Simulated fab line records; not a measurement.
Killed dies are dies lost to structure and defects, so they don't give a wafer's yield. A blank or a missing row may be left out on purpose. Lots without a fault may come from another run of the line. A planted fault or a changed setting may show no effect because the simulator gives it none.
Which of the tools did it? + flow sky130 + 12 lots, 36 wafers sampled, at 5 steps of a route of 708

== WHAT EACH GAUGE READ, for each wafer ==
SKY_FIELD_ISO_THK_MEAS_04.
| lot  | measured    | on            | FIELD_ISO_CVD_03_THK (nm) |
|------|-------------|---------------|---------------------------|
| L357 | day 1 13:31 | film-metro-04 | 165.7 165.6 165.4         |
| L359 | day 2 02:05 | film-metro-03 | 165.4 165.0 165.7         |
| L360 | day 2 06:18 | film-metro-04 | 165.6 164.4 165.3         |
| L361 | day 2 10:43 | film-metro-03 | 163.6 165.0 163.6         |
| L362 | day 2 15:02 | film-metro-03 | 163.9 165.0 164.7         |
| L364 | day 3 01:07 | film-metro-04 | 162.5 162.9 164.3         |
| L366 | day 3 10:59 | film-metro-01 | 164.7 165.2 167.0         |
| L368 | day 3 20:29 | film-metro-04 | 165.2 165.7 167.0         |
| L369 | day 4 04:08 | film-metro-03 | 164.0 162.7 163.1         |
| L370 | day 4 09:32 | film-metro-03 | 164.4 164.3 162.9         |
| L373 | day 4 21:29 | film-metro-03 | 162.4 161.9 162.7         |
| L374 | day 5 04:36 | film-metro-03 | 164.1 163.7 164.1         |

SKY_FIELD_ISO_CD_MEAS_13 targets a cd of 150 nm.
| lot  | measured    | on        | cd-nm (nm)        |
|------|-------------|-----------|-------------------|
| L357 | day 2 03:51 | cd-sem-01 | 149.7 149.4 147.9 |
| L359 | day 2 17:05 | cd-sem-01 | 152.4 152.8 153.3 |
| L360 | day 2 21:37 | cd-sem-01 | 149.0 149.4 149.1 |
| L361 | day 3 01:55 | cd-sem-01 | 152.7 153.2 151.3 |
| L362 | day 3 05:49 | cd-sem-01 | 153.3 151.5 153.5 |
| L364 | day 3 17:32 | cd-sem-02 | 149.4 150.5 150.9 |
| L366 | day 4 03:53 | cd-sem-02 | 149.2 149.3 150.6 |
| L368 | day 4 12:49 | cd-sem-02 | 149.5 149.5 149.2 |
| L369 | day 4 21:16 | cd-sem-01 | 152.0 151.0 150.9 |
| L370 | day 5 02:52 | cd-sem-02 | 147.8 148.9 149.3 |
| L373 | day 5 15:10 | cd-sem-01 | 147.7 148.0 149.0 |
| L374 | day 5 21:43 | cd-sem-01 | 148.6 149.0 148.8 |

SKY_SONOS_ONO_THK_MEAS_03.
| lot  | measured     | on            | SONOS_ONO_CVD_02_THK (nm)           |
|------|--------------|---------------|-------------------------------------|
| L357 | day 11 11:07 | film-metro-01 | 10.56 10.67 10.43                   |
| L359 | day 12 00:11 | film-metro-01 | 10.91 10.91 10.82                   |
| L360 | day 12 09:16 | film-metro-03 | 10.66 10.70 10.66                   |
| L361 | day 12 19:33 | film-metro-03 | 10.50 10.56 10.44                   |
| L362 | day 12 22:24 | film-metro-01 | 10.59 10.50 10.48                   |
| L364 | day 13 13:53 | film-metro-04 | 10.30 10.33 10.27                   |
| L366 | day 14 05:59 | film-metro-01 | 10.38 10.47 10.40                   |
| L368 | day 15 04:21 | film-metro-01 | 10.61 10.47 10.62                   |
| L369 | day 15 13:32 | film-metro-01 | 10.50 10.53 10.53                   |
| L370 | day 15 18:32 | film-metro-03 | 10.41 10.44 10.48                   |
| L373 | day 16 17:34 | film-metro-03 | 15.22 15.36 15.38 15.28 15.31 15.40 |
| L374 | day 17 00:40 | film-metro-04 | 15.08 15.27 15.22 14.99 15.24 15.15 |

SKY_POLY_CUT_OVL_MEAS_09.
| lot  | measured     | on         | POLY_CUT_OVL (nm) |
|------|--------------|------------|-------------------|
| L357 | day 24 01:01 | overlay-02 | -2 4 -6           |
| L359 | day 24 16:45 | overlay-01 | 0 -7 -1           |
| L360 | day 25 04:52 | overlay-02 | -1 2 4            |
| L361 | day 25 11:37 | overlay-01 | -4 -13 -2         |
| L362 | day 25 15:22 | overlay-01 | 4 1 2             |
| L364 | day 26 11:46 | overlay-02 | -7 -7 -2          |
| L366 | day 27 05:13 | overlay-02 | -1 4 3            |
| L368 | day 28 07:56 | overlay-02 | -2 -3 6           |
| L369 | day 28 10:49 | overlay-02 | 8 3 5             |
| L370 | day 28 15:47 | overlay-01 | -2 -3 -3          |
| L373 | day 29 15:56 | overlay-02 | -2 -10 -3         |
| L374 | day 30 03:02 | overlay-02 | -2 -8 1           |

== WHICH TOOL RAN EACH LOT (tool, then ch and the chambers of the sampled wafers, then the start) ==
| lot  | SKY_SONOS_ONO_CVD_02        |
|------|-----------------------------|
| L357 | lpcvd-02 ch 0, day 11 10:02 |
| L359 | lpcvd-02 ch 1, day 11 23:08 |
| L360 | lpcvd-02 ch 1, day 12 08:12 |
| L361 | lpcvd-02 ch 0, day 12 18:30 |
| L362 | lpcvd-02 ch 1, day 12 21:20 |
| L364 | lpcvd-02 ch 1, day 13 12:49 |
| L366 | lpcvd-02 ch 1, day 14 04:56 |
| L368 | lpcvd-02 ch 1, day 15 03:18 |
| L369 | lpcvd-02 ch 0, day 15 12:29 |
| L370 | lpcvd-02 ch 1, day 15 17:29 |
| L373 | lpcvd-02 ch 0, day 16 16:31 |
| L374 | lpcvd-02 ch 0, day 16 23:36 |
- SKY_SONOS_ONO_CVD_02: deposits Si3N4 from DCS/NH3, target thk 10.5 nm, time 180 s.

== WHAT THE TOOLS THEMSELVES READ (means of the sampled wafers that have a number; where no wafer has one, the mark that the record gives instead) ==
SKY_SONOS_ONO_CVD_02.
| lot  | tool     | spike-tc-bottom-C (C) | spike-tc-centre-C (C) | spike-tc-lower-C (C) | spike-tc-top-C (C) | spike-tc-upper-C (C) | susceptor-temp-C (C) |
|------|----------|-----------------------|-----------------------|----------------------|--------------------|----------------------|----------------------|
| L357 | lpcvd-02 | 791.6                 | 771.7                 | 769.9                | 778.9              | 771.2                | 770.3                |
| L359 | lpcvd-02 | 790.9                 | 769.2                 | 770.3                | 784.0              | 771.0                | 770.4                |
| L360 | lpcvd-02 | 792.0                 | 769.0                 | 769.4                | 785.0              | 769.1                | 769.9                |
| L361 | lpcvd-02 | 791.0                 | 769.8                 | 770.3                | 778.9              | 770.7                | 770.0                |
| L362 | lpcvd-02 | 791.2                 | 768.6                 | 771.0                | 784.9              | 769.3                | 769.8                |
| L364 | lpcvd-02 | 792.6                 | 769.1                 | 771.6                | 784.8              | 770.0                | 770.3                |
| L366 | lpcvd-02 | 791.2                 | 769.2                 | 771.7                | 785.5              | 770.2                | 770.1                |
| L368 | lpcvd-02 | 791.3                 | 770.3                 | 771.2                | 785.0              | 770.8                | 769.8                |
| L369 | lpcvd-02 | 791.7                 | 770.5                 | 770.4                | 779.3              | 771.7                | 769.9                |
| L370 | lpcvd-02 | 791.4                 | 769.5                 | 769.8                | 785.1              | 770.1                | 770.5                |
| L373 | lpcvd-02 | 813.2                 | 790.9                 | 790.0                | 797.9              | 792.4                | 790.4                |
| L374 | lpcvd-02 | 812.3                 | 790.1                 | 791.5                | 798.6              | 792.2                | 791.0                |

== THE ANSWER, worked out from the rows above alone ==
Rule: usual is defined by the lots themselves. Put in order of their means at a reading, lots are off if they are a third of the lots or fewer, leave a main group of 4 or more, and stand apart from it by a gap of 3 or more times the standard deviation of the main group's means; of several such gaps the widest counts. A main group whose means are all the same, to the digits that the tables above print for the reading, isn't used. Also off: a lot with no number at a reading for which 4 or more lots have one. The other lots that the step has rows for count as sound. Order of review: gauges by route order, followed by the tools' own readings, for which a lot's mean as printed above is used. At the first step where some lot is off, the reading lying furthest off is the one used; lots without a number count as furthest.
Off: at SKY_SONOS_ONO_THK_MEAS_03 (SONOS_ONO_CVD_02_THK), L373, L374. For the main group the mean is 10.54 nm and the standard deviation 0.15.
If a tool, at a process step before that reading, ran all the lots that are off and no sound lot after the first of them, it fits. Not tried: the gauges at SKY_SONOS_ONO_THK_MEAS_03; whatever is off there is also off at SKY_SONOS_ONO_CVD_02, on other tools, and gauge error can't account for it. One fits: SKY_SONOS_ONO_CVD_02 on lpcvd-02. Its last sound lot is L370 (day 15 17:29), its first lot that is off L373 (day 16 16:31): a fault that began between those two fits.
The tool's own readings at SKY_SONOS_ONO_CVD_02 bear it out: on the lots that are off they differ by more than 5 times the standard deviation of the sound lots' means. spike-tc-bottom-C reads 812.8 C there against 791.5 C on the sound lots; spike-tc-centre-C reads 790.5 C there against 769.7 C on the sound lots; spike-tc-lower-C reads 790.8 C there against 770.6 C on the sound lots; spike-tc-top-C reads 798.2 C there against 783.1 C on the sound lots; spike-tc-upper-C reads 792.3 C there against 770.4 C on the sound lots; susceptor-temp-C reads 790.7 C there against 770.1 C on the sound lots.

== WHAT HAD BEEN PUT IN BY THE SIMULATOR ==
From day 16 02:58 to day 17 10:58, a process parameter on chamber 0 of lpcvd-02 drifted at SKY_SONOS_ONO_CVD_02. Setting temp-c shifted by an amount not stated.
Shown lots that were struck: L373, L374. The rule above reached the same finding.
